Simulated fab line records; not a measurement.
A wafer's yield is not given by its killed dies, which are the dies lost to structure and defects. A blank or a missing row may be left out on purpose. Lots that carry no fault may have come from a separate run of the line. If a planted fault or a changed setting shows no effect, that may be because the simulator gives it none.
fab line records + flow sky130
[record]
- lots = 6
- wafers = 18
- last_day = 50
route steps=708 shown VT_ADJUST_PCH@151 SONOS_TUNNEL@154 PAD_OPEN@708
lots with no fault: from the same line, run without faults
start_h: the number of hours between the record's first day and the start of the first shown wafer of the lot + wait_h: hours since the lot's step before + " identical to the entry in the row above + L1.1+2: a row that stands for several wafers + - no value, or no start given + * or withheld: withheld + < > ~ a bound
route shown NAME@n: NAME is a module with steps in the file, n the number in the route of the first one + usual: mean/standard deviation taken from wafers without a fault + same: alike in all rows + chamber/n: place in a boat + sites: the reading at each site + _std_site: their standard deviation + _edge_site: mean of outer sites minus mean of inner sites + radius_mm: for every site, how far away it sits from the centre of the wafer + mask NAME#n: copy n + behind: the tool/chamber that last shaped the wafer + hold: the reason the lot was held/the length of the hold in hours/how it ended + device: names the non-switching transistor (n, p or np) + end of line: at the end of the route, the tests of the same wafers + a step given without rows: its recipe and nothing more + killed: dies lost to structure and defects at the first sort, not the wafer's yield + map: shows each die of a wafer: x if killed, . if not, _ if none is there
set.NAME: the setting that was run; set.NAME@STEP: the one run at that earlier step + model.NAME: the simulator's own value behind a step, which no gauge read
lots at some steps of the route; a table a step, a row a wafer
services: when a tool's chamber went out of use (start_h, in hours from the record's first day, below 0 if earlier), for how many hours, and the reason
[[steps]]
[step SKY_VT_ADJUST_PCH_IMPLANT_08]
[recipe]
- species = B
- energy_kev = 9.926
- dose_cm2 = 5e+11
- tilt_deg = withheld
[step SKY_VT_ADJUST_PCH_STRIP_09]
[recipe]
- chemistry = O2/N2
- power_w = 1400
- pressure_mtorr = 1500
- platen_temp_c = withheld
- o2_flow_sccm = 3000
- n2_flow_sccm = 300
- overash_fraction = 0.5
[usual]
- drypump_motor_current_A = 5.74/0.26
- oes_product_au = 0.722/0.0045
- strip_time_to_endpoint_s = 37.00/0.09
| lot.wafer | tool            | chamber | start_h | wait_h | drypump_motor_current_A | oes_product_au | rf_hours_counter_h | strip_time_to_endpoint_s |
|-----------|-----------------|---------|---------|--------|-------------------------|----------------|--------------------|--------------------------|
| L901.1    | plasma_asher-04 | 0       | 268.19  | 0.1    | 6.18                    | 0.720          | 57                 | 36.94                    |
| L901.4    | "               | 0       | "       | "      | 6.18                    | 0.724          | -                  | 36.94                    |
| L901.6    | "               | 1       | "       | "      | 5.81                    | 0.727          | -                  | 36.88                    |
| L905.2    | plasma_asher-02 | 1       | 324.24  | 0.1    | 5.46                    | 0.719          | 54                 | 37.00                    |
| L905.5    | "               | 0       | "       | "      | 5.74                    | 0.721          | -                  | 36.99                    |
| L905.6    | "               | 1       | "       | "      | 5.46                    | 0.724          | -                  | 36.98                    |
| L906.2    | plasma_asher-04 | 1       | 329.39  | 0.1    | 5.80                    | 0.726          | 64                 | 36.96                    |
| L906.3    | "               | 0       | "       | "      | 6.19                    | 0.719          | -                  | 37.03                    |
| L906.5    | "               | 1       | "       | "      | 5.79                    | 0.723          | -                  | 37.05                    |
| L911.1    | plasma_asher-04 | 0       | 363.42  | 0.1    | 6.17                    | 0.718          | 67                 | 37.12                    |
| L911.4    | "               | 0       | "       | "      | 6.17                    | 0.724          | -                  | 37.20                    |
| L911.6    | "               | 0       | "       | "      | 6.17                    | 0.714          | -                  | 36.99                    |
| L915.2    | plasma_asher-01 | 0       | 383.97  | 0.1    | 6.01                    | 0.725          | 25                 | 37.02                    |
| L915.3    | "               | 1       | "       | "      | 5.42                    | 0.718          | -                  | 36.98                    |
| L915.5    | "               | 0       | "       | "      | 6.01                    | 0.718          | -                  | 37.00                    |
| L917.4    | plasma_asher-01 | 0       | 402.20  | 0.1    | 6.03                    | 0.729          | -                  | 36.99                    |
| L917.5    | "               | 1       | "       | "      | 5.40                    | 0.721          | -                  | 37.05                    |
| L917.6    | "               | 0       | "       | "      | 6.00                    | 0.715          | -                  | 36.94                    |
[step SKY_VT_ADJUST_PCH_TW_MEAS_10]
[usual]
- VT_ADJUST_PCH_TW = 142.3/1.1
| lot.wafer | tool          | chamber | start_h | wait_h | VT_ADJUST_PCH_TW |
|-----------|---------------|---------|---------|--------|------------------|
| L901.1    | film_metro-02 | -       | 268.29  | 0.1    | 141.3            |
| L901.4    | "             | -       | "       | "      | 140.2            |
| L901.6    | "             | -       | "       | "      | 141.6            |
| L905.2    | film_metro-02 | -       | 324.35  | 0.1    | 141.1            |
| L905.5    | "             | -       | "       | "      | 141.5            |
| L905.6    | "             | -       | "       | "      | 140.2            |
| L906.2    | film_metro-02 | -       | 329.50  | 0.1    | 140.6            |
| L906.3    | "             | -       | "       | "      | 141.4            |
| L906.5    | "             | -       | "       | "      | 141.4            |
| L911.1    | film_metro-03 | -       | 363.52  | 0.1    | 143.9            |
| L911.4    | "             | -       | "       | "      | 143.3            |
| L911.6    | "             | -       | "       | "      | 142.9            |
| L915.2    | film_metro-04 | -       | 384.08  | 0.1    | 143.4            |
| L915.3    | "             | -       | "       | "      | 142.4            |
| L915.5    | "             | -       | "       | "      | 142.9            |
| L917.4    | film_metro-03 | -       | 402.30  | 0.1    | 142.1            |
| L917.5    | "             | -       | "       | "      | 142.5            |
| L917.6    | "             | -       | "       | "      | 142.6            |
[step SKY_SONOS_TUNNEL_DEHYDRATE_00]
[recipe]
- temp_c = 200
- time_s = 60
[step SKY_SONOS_TUNNEL_HMDS_01]
[recipe]
- prime_time_s = 60
- prime_temp_c = 120
[step SKY_SONOS_TUNNEL_COAT_02]
[recipe]
- resist = NOVOLAK
- spin_rpm = 3000
- resist_thk_nm = 1140
[step SKY_SONOS_TUNNEL_SOFTBAKE_03]
[recipe]
- temp_c = 90
- time_s = 60
- resist = NOVOLAK
[step SKY_SONOS_TUNNEL_EXPOSE_04]
[recipe]
- mask_id = TUNM
- na = 0.6
- source_shape = conventional
- sigma_outer = 0.6
- polarization = unpolarized
- target_cd_nm = 410
- dose_mj = 136
[step SKY_SONOS_TUNNEL_PEB_05]
[recipe]
- temp_c = withheld
- time_s = *
- resist = NOVOLAK
[step SKY_SONOS_TUNNEL_DEVELOP_06]
[recipe]
- resist = NOVOLAK
- developer = TMAH
- develop_time_s = 60
- dev_temp_c = 23
[step SKY_SONOS_TUNNEL_CD_MEAS_07]
[recipe]
- target_cd_nm = 410
[usual]
- cd_nm = 410.2/2.2
| lot.wafer | tool      | chamber | start_h | wait_h | cd_nm |
|-----------|-----------|---------|---------|--------|-------|
| L901.1    | cd_sem-02 | -       | 292.63  | 0.1    | 409.0 |
| L901.4    | "         | -       | "       | "      | 412.1 |
| L901.6    | "         | -       | "       | "      | 411.9 |
| L905.2    | cd_sem-02 | -       | 351.61  | 0.1    | 407.3 |
| L905.5    | "         | -       | "       | "      | 407.9 |
| L905.6    | "         | -       | "       | "      | 408.5 |
| L906.2    | cd_sem-01 | -       | 356.90  | 0.1    | 411.1 |
| L906.3    | "         | -       | "       | "      | 408.7 |
| L906.5    | "         | -       | "       | "      | 409.8 |
| L911.1    | cd_sem-01 | -       | 391.53  | 0.1    | 411.4 |
| L911.4    | "         | -       | "       | "      | 410.5 |
| L911.6    | "         | -       | "       | "      | 410.2 |
| L915.2    | cd_sem-02 | -       | 412.96  | 0.1    | 408.4 |
| L915.3    | "         | -       | "       | "      | 408.3 |
| L915.5    | "         | -       | "       | "      | 410.7 |
| L917.4    | cd_sem-02 | -       | 432.41  | 0.1    | 410.2 |
| L917.5    | "         | -       | "       | "      | 410.4 |
| L917.6    | "         | -       | "       | "      | 411.3 |
[step SKY_SONOS_TUNNEL_OVL_MEAS_08]
[usual]
- SONOS_TUNNEL_OVL = -0.2/1.4
| lot.wafer | tool       | chamber | start_h | wait_h | SONOS_TUNNEL_OVL[nm] |
|-----------|------------|---------|---------|--------|----------------------|
| L901.1    | overlay-02 | -       | 292.75  | 0.1    | 1.5                  |
| L901.4    | "          | -       | "       | "      | 2.8                  |
| L901.6    | "          | -       | "       | "      | 0.0                  |
| L905.2    | overlay-01 | -       | 351.72  | 0.1    | -0.7                 |
| L905.5    | "          | -       | "       | "      | 0.7                  |
| L905.6    | "          | -       | "       | "      | -0.4                 |
| L906.2    | overlay-01 | -       | 357.01  | 0.1    | 0.4                  |
| L906.3    | "          | -       | "       | "      | -0.4                 |
| L906.5    | "          | -       | "       | "      | 1.8                  |
| L911.1    | overlay-01 | -       | 391.65  | 0.1    | 1.8                  |
| L911.4    | "          | -       | "       | "      | -0.1                 |
| L911.6    | "          | -       | "       | "      | 1.3                  |
| L915.2    | overlay-01 | -       | 413.07  | 0.1    | 0.2                  |
| L915.3    | "          | -       | "       | "      | -0.2                 |
| L915.5    | "          | -       | "       | "      | 0.7                  |
| L917.4    | overlay-01 | -       | 432.49  | 0.1    | 1.9                  |
| L917.5    | "          | -       | "       | "      | 0.1                  |
| L917.6    | "          | -       | "       | "      | 0.6                  |
[step SKY_SONOS_TUNNEL_IMPLANT_09]
[recipe]
- species = B
- energy_kev = 20
- dose_cm2 = 1e+12
- tilt_deg = withheld
[usual]
- dose_ions_cm2 = 1.0001e+12/9.3e+08
- faraday_current_uA = 5.65/0.12
| lot.wafer | tool         | chamber | start_h | wait_h | dose_ions_cm2 | faraday_current_uA |
|-----------|--------------|---------|---------|--------|---------------|--------------------|
| L901.1    | implanter-01 | 0       | 292.79  | 0.0    | 1.0002e+12    | 5.67               |
| L901.4    | "            | 0       | "       | "      | 9.995e+11     | 5.56               |
| L901.6    | "            | 0       | "       | "      | 9.997e+11     | 5.82               |
| L905.2    | implanter-01 | 0       | 351.77  | 0.0    | 1.4777e+12    | 8.07               |
| L905.5    | "            | 0       | "       | "      | 1.4779e+12    | 8.48               |
| L905.6    | "            | 0       | "       | "      | 1.4801e+12    | 8.09               |
| L906.2    | implanter-01 | 0       | 357.06  | 0.0    | 1.4792e+12    | 8.44               |
| L906.3    | "            | 0       | "       | "      | 1.4787e+12    | 8.33               |
| L906.5    | "            | 0       | "       | "      | 1.4785e+12    | 8.37               |
| L911.1    | implanter-04 | 0       | 391.69  | 0.0    | 1.0008e+12    | 5.81               |
| L911.4    | "            | 0       | "       | "      | 9.99e+11      | 5.66               |
| L911.6    | "            | 0       | "       | "      | 1.0009e+12    | 5.58               |
| L915.2    | implanter-03 | 0       | 413.12  | 0.0    | 1.0002e+12    | 5.61               |
| L915.3    | "            | 0       | "       | "      | 1.0011e+12    | 5.78               |
| L915.5    | "            | 0       | "       | "      | 1.0002e+12    | 5.55               |
| L917.4    | implanter-01 | 0       | 432.59  | 0.1    | 1.0013e+12    | 5.46               |
| L917.5    | "            | 0       | "       | "      | 1.0023e+12    | 5.44               |
| L917.6    | "            | 0       | "       | "      | 9.997e+11     | 5.51               |
[step SKY_SONOS_TUNNEL_WET_ETCH_10]
[recipe]
- chemistry = dHF
- target_depth_nm = 14
- target = SiO2
- dilution = 100:1
- temp_c = 25
- time_s = 280
[step SKY_SONOS_TUNNEL_STRIP_11]
[recipe]
- chemistry = SPM
- time_s = 600
- temp_c = 130
[step SKY_SONOS_TUNNEL_TW_MEAS_12]
[usual]
- SONOS_TUNNEL_TW = 198.0/0.74
| lot.wafer | tool          | chamber | start_h | wait_h | SONOS_TUNNEL_TW |
|-----------|---------------|---------|---------|--------|-----------------|
| L901.1    | film_metro-01 | -       | 293.21  | 0.0    | 199.4           |
| L901.4    | "             | -       | "       | "      | 197.3           |
| L901.6    | "             | -       | "       | "      | 199.0           |
| L905.2    | film_metro-03 | -       | 352.17  | 0.0    | 221.2           |
| L905.5    | "             | -       | "       | "      | 220.8           |
| L905.6    | "             | -       | "       | "      | 221.3           |
| L906.2    | film_metro-03 | -       | 357.46  | 0.0    | 221.5           |
| L906.3    | "             | -       | "       | "      | 221.6           |
| L906.5    | "             | -       | "       | "      | 221.5           |
| L911.1    | film_metro-03 | -       | 392.10  | 0.0    | 198.5           |
| L911.4    | "             | -       | "       | "      | 197.6           |
| L911.6    | "             | -       | "       | "      | 198.6           |
| L915.2    | film_metro-04 | -       | 413.53  | 0.0    | 198.7           |
| L915.3    | "             | -       | "       | "      | 199.2           |
| L915.5    | "             | -       | "       | "      | 199.4           |
| L917.4    | film_metro-01 | -       | 432.95  | 0.0    | 197.2           |
| L917.5    | "             | -       | "       | "      | 197.4           |
| L917.6    | "             | -       | "       | "      | 197.3           |
[step SKY_SONOS_TUNNEL_CLEAN_13]
[recipe]
- chemistry = dHF
- time_s = 20
- dilution = 100:1
- dry = ipa_marangoni
[step SKY_PAD_OPEN_PROBE_99]
| lot.wafer | tool      | chamber | start_h | wait_h | model.etest.sonos_uncharged.r_on_ohm_um | model.etest.sonos_baked.vt_v | model.etest.sonos_programmed.vt_v | model.etest.sonos_uncharged.vt_v |
|-----------|-----------|---------|---------|--------|-----------------------------------------|------------------------------|-----------------------------------|----------------------------------|
| L901.1    | prober-01 | -       | 1110.29 | 0.1    | 846.4                                   | 0.9573                       | 1.399                             | -0.406                           |
| L901.4    | prober-01 | -       | 1110.44 | 0.2    | 837                                     | 1.031                        | 1.497                             | -0.4213                          |
| L901.6    | prober-01 | -       | 1110.54 | 0.2    | 816.2                                   | 0.9845                       | 1.458                             | -0.4134                          |
| L905.2    | prober-02 | -       | 1152.62 | 0.1    | 865.3                                   | 1.065                        | 1.475                             | -0.3218                          |
| L905.5    | prober-02 | -       | 1152.77 | 0.2    | 842.9                                   | 0.9788                       | 1.405                             | -0.3365                          |
| L905.6    | prober-02 | -       | 1152.82 | 0.2    | 864.3                                   | 1.039                        | 1.47                              | -0.3059                          |
| L906.2    | prober-02 | -       | 1154.12 | 0.1    | 845.2                                   | 1.068                        | 1.491                             | -0.3005                          |
| L906.3    | prober-02 | -       | 1154.17 | 0.2    | 832.6                                   | 0.9816                       | 1.478                             | -0.319                           |
| L906.5    | prober-02 | -       | 1154.27 | 0.2    | 829.5                                   | 0.9851                       | 1.45                              | -0.3268                          |
| L911.1    | prober-01 | -       | 1175.93 | 0.1    | 795.7                                   | 0.9492                       | 1.396                             | -0.4543                          |
| L911.4    | prober-01 | -       | 1176.08 | 0.2    | 813.6                                   | 0.9082                       | 1.356                             | -0.4197                          |
| L911.6    | prober-01 | -       | 1176.18 | 0.2    | 814.4                                   | 0.9653                       | 1.415                             | -0.4407                          |
| L915.2    | prober-01 | -       | 1186.70 | 0.1    | 833.2                                   | 0.8955                       | 1.269                             | -0.4157                          |
| L915.3    | prober-01 | -       | 1186.75 | 0.2    | 792.5                                   | 0.9394                       | 1.372                             | -0.4915                          |
| L915.5    | prober-01 | -       | 1186.85 | 0.2    | 814.8                                   | 0.9113                       | 1.309                             | -0.4659                          |
| L917.4    | prober-01 | -       | 1194.95 | 0.2    | 848.1                                   | 0.8902                       | 1.276                             | -0.4093                          |
| L917.5    | prober-01 | -       | 1195.00 | 0.2    | 829.3                                   | 0.8684                       | 1.324                             | -0.4168                          |
| L917.6    | prober-01 | -       | 1195.05 | 0.2    | 833.9                                   | 0.9054                       | 1.302                             | -0.4336                          |
// killed by level:class
L901.1 VIA1:geometric_particle:open=13 CONTACT:geometric_particle:open=13 METAL1:geometric_particle:short=8 LI_CONTACT:geometric_particle:open=5 VIA1:geometric_particle:short=5 VIA3:geometric_particle:open=5 VIA2:geometric_particle:open=4 CONTACT:geometric_particle:short=3
L901.4 CONTACT:geometric_particle:open=11 VIA1:geometric_particle:short=10 VIA1:geometric_particle:open=10 LOCAL_INTERCONNECT:geometric_particle:short=6 VIA3:geometric_particle:open=6 LI_CONTACT:geometric_particle:open=5 METAL2:geometric_particle:short=5 METAL1:geometric_particle:short=4
L901.6 VIA1:geometric_particle:open=18 METAL2:geometric_particle:short=9 CONTACT:geometric_particle:open=8 VIA2:geometric_particle:open=7 VIA3:geometric_particle:short=6 FIELD_ISO:geometric_particle:short=5 METAL1:geometric_particle:short=5 VIA1:geometric_particle:short=5
L906.2 CONTACT:geometric_particle:short=10 CONTACT:geometric_particle:open=10 LI_CONTACT:geometric_particle:open=8 VIA1:geometric_particle:open=8 METAL2:geometric_particle:short=7 VIA3:geometric_particle:open=7 METAL1:geometric_particle:short=6 FIELD_ISO:geometric_particle:short=5
L906.3 CONTACT:geometric_particle:open=16 VIA1:geometric_particle:open=10 METAL2:geometric_particle:short=8 CONTACT:geometric_particle:short=7 VIA2:geometric_particle:open=6 FIELD_ISO:geometric_particle:open=5 VIA3:geometric_particle:open=5 VIA1:geometric_particle:short=5
L906.5 CAPM:area_etch=38 VIA1:geometric_particle:open=10 CONTACT:geometric_particle:open=9 FIELD_ISO:geometric_particle:short=6 VIA2:geometric_particle:open=6 CONTACT:geometric_particle:short=6 LOCAL_INTERCONNECT:geometric_particle:short=5 VIA3:geometric_particle:open=5
L911.1 CONTACT:geometric_particle:open=8 VIA1:geometric_particle:open=7 CONTACT:geometric_particle:short=5 VIA2:geometric_particle:open=5 VIA3:geometric_particle:short=5 POLY_GATE:geometric_particle:short=4 POLY_GATE:geometric_particle:open=4 LI_CONTACT:geometric_particle:open=4
L911.4 CONTACT:geometric_particle:open=15 METAL2:geometric_particle:short=12 CONTACT:geometric_particle:short=11 VIA3:geometric_particle:open=9 VIA1:geometric_particle:open=9 LI_CONTACT:geometric_particle:open=6 METAL1:geometric_particle:short=6 VIA2:geometric_particle:short=5
L911.6 FIELD_ISO:geometric_particle:short=10 LI_CONTACT:geometric_particle:open=8 METAL2:geometric_particle:short=7 VIA3:geometric_particle:open=7 METAL1:geometric_particle:short=6 VIA1:geometric_particle:open=5 LOCAL_INTERCONNECT:geometric_particle:short=5 VIA2:geometric_particle:open=5
L915.2 VIA1:geometric_particle:open=13 LI_CONTACT:geometric_particle:open=10 CONTACT:geometric_particle:open=8 FIELD_ISO:geometric_particle:short=7 CONTACT:geometric_particle:short=5 FIELD_ISO:geometric_particle:open=4 VIA2:geometric_particle:open=4 METAL1:geometric_particle:short=4
L915.3 VIA1:geometric_particle:open=11 LI_CONTACT:geometric_particle:open=9 METAL1:geometric_particle:short=9 CONTACT:geometric_particle:open=8 LOCAL_INTERCONNECT:geometric_particle:short=6 FIELD_ISO:geometric_particle:short=5 FIELD_ISO:geometric_particle:open=5 VIA3:geometric_particle:open=5
L915.5 CONTACT:geometric_particle:short=7 CONTACT:geometric_particle:open=7 METAL1:geometric_particle:short=7 VIA1:geometric_particle:open=6 LI_CONTACT:geometric_particle:open=5 VIA3:geometric_particle:open=5 METAL2:geometric_particle:short=5 FIELD_ISO:geometric_particle:short=4
L917.4 CONTACT:geometric_particle:short=9 CONTACT:geometric_particle:open=8 LI_CONTACT:geometric_particle:open=7 VIA1:geometric_particle:open=7 VIA3:geometric_particle:open=6 LOCAL_INTERCONNECT:geometric_particle:short=5 METAL1:geometric_particle:short=5 FIELD_ISO:geometric_particle:short=4
L917.5 VIA1:geometric_particle:open=16 CONTACT:geometric_particle:short=9 LI_CONTACT:geometric_particle:open=7 CONTACT:geometric_particle:open=7 METAL1:geometric_particle:short=7 VIA3:geometric_particle:open=7 FIELD_ISO:geometric_particle:open=5 VIA1:geometric_particle:short=5
L917.6 CONTACT:geometric_particle:open=11 FIELD_ISO:geometric_particle:open=9 CONTACT:geometric_particle:short=8 VIA2:geometric_particle:open=8 VIA1:geometric_particle:open=7 METAL1:geometric_particle:short=6 VIA3:geometric_particle:open=5 VIA1:geometric_particle:short=4
[[services]]
| tool            | chamber | start_h | hours | kind   |
|-----------------|---------|---------|-------|--------|
| implanter-03    | -       | 245.68  | 2.9   | repair |
| implanter-03    | -       | 262.76  | 1.2   | repair |
| plasma_asher-04 | -       | 264.37  | 1.5   | repair |
| implanter-04    | -       | 270.42  | 4.1   | pm     |
| plasma_asher-02 | -       | 270.84  | 2.8   | pm     |
| implanter-03    | -       | 290.59  | 5.0   | repair |
| implanter-04    | -       | 296.22  | 7.3   | repair |
| implanter-01    | -       | 308.79  | 2.7   | repair |
| plasma_asher-01 | -       | 366.33  | 2.8   | pm     |
| plasma_asher-04 | -       | 416.08  | 0.7   | repair |
| implanter-04    | -       | 426.49  | 1.5   | repair |
[[key]]
[first_sign]
- step = SKY_SONOS_TUNNEL_IMPLANT_09
- reading = dose_ions_cm2
- direction = up
- sigmas = 99+
- usual = *
- struck = *
[effect]
- step = SKY_SONOS_TUNNEL_IMPLANT_09
- reading = faraday_current_uA
- direction = up
- sigmas = 23
- usual = 5.65
- struck = 8.30
[effect]
- step = SKY_SONOS_TUNNEL_TW_MEAS_12
- reading = SONOS_TUNNEL_TW
- direction = up
- sigmas = 31
- usual = 198.0
- struck = 221.3
[model_effect]
- step = SKY_PAD_OPEN_PROBE_99
- value = etest.sonos_uncharged.r_on_ohm_um
- without = 811
- struck = 846.6
met_at SKY_SONOS_TUNNEL_IMPLANT_09
struck_wafers L905.2,L905.5,L905.6,L906.2,L906.3,L906.5
sort_left_out L905.2,L905.5,L905.6
tester_left_out L905,L906
[baseline_loss]
- step = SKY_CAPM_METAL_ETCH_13
- wafers = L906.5
onset_between 292.79 351.77
[fault]
- kind = process_parameter_drift
- tool = implanter-01
- chamber = -
- onset_h = 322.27
- steps = SKY_SONOS_TUNNEL_IMPLANT_09
- channel = dose_cm2
- offset = *
- shape = step
- end_h = 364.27
- acts_in = *
- stated = *
// tester_left_out: of these lots the tester's yield and bins aren't shown, on N5 and GAA mostly nor the transistor test; their killed dies are dies lost to structure and defects alone, not to doping, threshold or leakage, so they don't give the yield
// sort_left_out: the simulated sort isn't trusted on such a fault, so these wafers' sort isn't shown, and their yield isn't known
// baseline_loss: these wafers lose ten dies or more at that step, a loss of the line's own and not of a fault; the sort's usual values leave them out
